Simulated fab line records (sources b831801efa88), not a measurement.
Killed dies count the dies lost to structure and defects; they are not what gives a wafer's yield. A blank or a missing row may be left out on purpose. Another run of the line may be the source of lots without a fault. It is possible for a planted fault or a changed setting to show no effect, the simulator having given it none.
The same fault as seen by 2 desks | flow sky130 | what lay behind the numbers comes last; until then each desk has only its own

FROM THE METROLOGY DESK
What the gauges read for every lot (on any tool): the sampled wafers with a number, averaged. If a lot's mean is further than 4 standard deviations from the usual mean, the lot is out of limits and carries the mark OUT (the distance appears in the brackets).
Columns: A = METAL2_ALCU_THK at SKY_METAL2_THK_MEAS_06, usual 250 nm; B = CAPM_TIN_RS at SKY_CAPM_RS_MEAS_03, usual 6.94 ohm/sq
lot  | first seen here | A   | B
L634 | day 34 03:10    | 251 | 6.90
L635 | day 34 13:22    | 249 | 7.16
L639 | day 35 18:09    | 250 | 7.00
L641 | day 36 08:10    | 253 | 6.99
L646 | day 38 08:35    | 252 | 7.03
L649 | day 38 23:22    | 250 | 6.91
L650 | day 39 08:04    | 253 | 6.88
L651 | day 39 20:59    | 252 | 6.94
L653 | day 40 01:59    | 250 | 6.86
L654 | day 40 04:19    | 249 | 7.00
L655 | day 40 15:20    | 249 | 6.93
L657 | day 41 09:37    | 251 | 6.90
This desk's finding: nothing out of limits on any of the 12 lots.

FOR THE TOOL OWNER'S DESK: rieDiel-03
The tool's own readings at SKY_VIA2_ETCH_15 (etches SiO2 in C4F8/O2/Ar, stops on TiN, target depth 546 nm, time 84 s): means of the sampled wafers that have a number, for each lot that ran on this tool. If a lot's mean is further than 4 standard deviations from the usual mean, the lot is out of limits and carries the mark OUT (the distance appears in the brackets).
Columns: A = biasW at SKY_VIA2_ETCH_15, usual 1199 W; B = oesProductAu at SKY_VIA2_ETCH_15, usual 0.940 a.u.
lot  | first seen here | A              | B
L635 | day 36 19:32    | 1196           | 0.941
L639 | day 37 22:53    | 1255 (+16) OUT | 0.944
L641 | day 38 13:02    | 1259 (+18) OUT | 0.938
L653 | day 42 03:08    | 1196           | 0.946
L657 | day 43 10:41    | 1199           | 0.935
This desk's finding: out of limits on L639, L641; first on L639, day 37 22:53 (biasW at SKY_VIA2_ETCH_15). L635, L653, L657 stayed within limits.

TAKEN TOGETHER
The tool owner's desk had the chance to raise an alarm at day 37 22:53 on L639, L641.
Metrology desk: nothing out of limits seen.
The metrology desk holds a record of L639, L641, inside its limits.
On rieDiel-03, each named lot ran SKY_VIA2_ETCH_15.

WHAT HAD BEEN PUT IN BY THE SIMULATOR
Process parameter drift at SKY_VIA2_ETCH_15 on rieDiel-03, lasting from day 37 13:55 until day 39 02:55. A move of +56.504 in setting biasW, from 1200. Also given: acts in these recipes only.
Shown lots that were struck: L639, L641.
Hours from the fault's start to each desk's first reading out of limits: the tool owner's desk, 9.
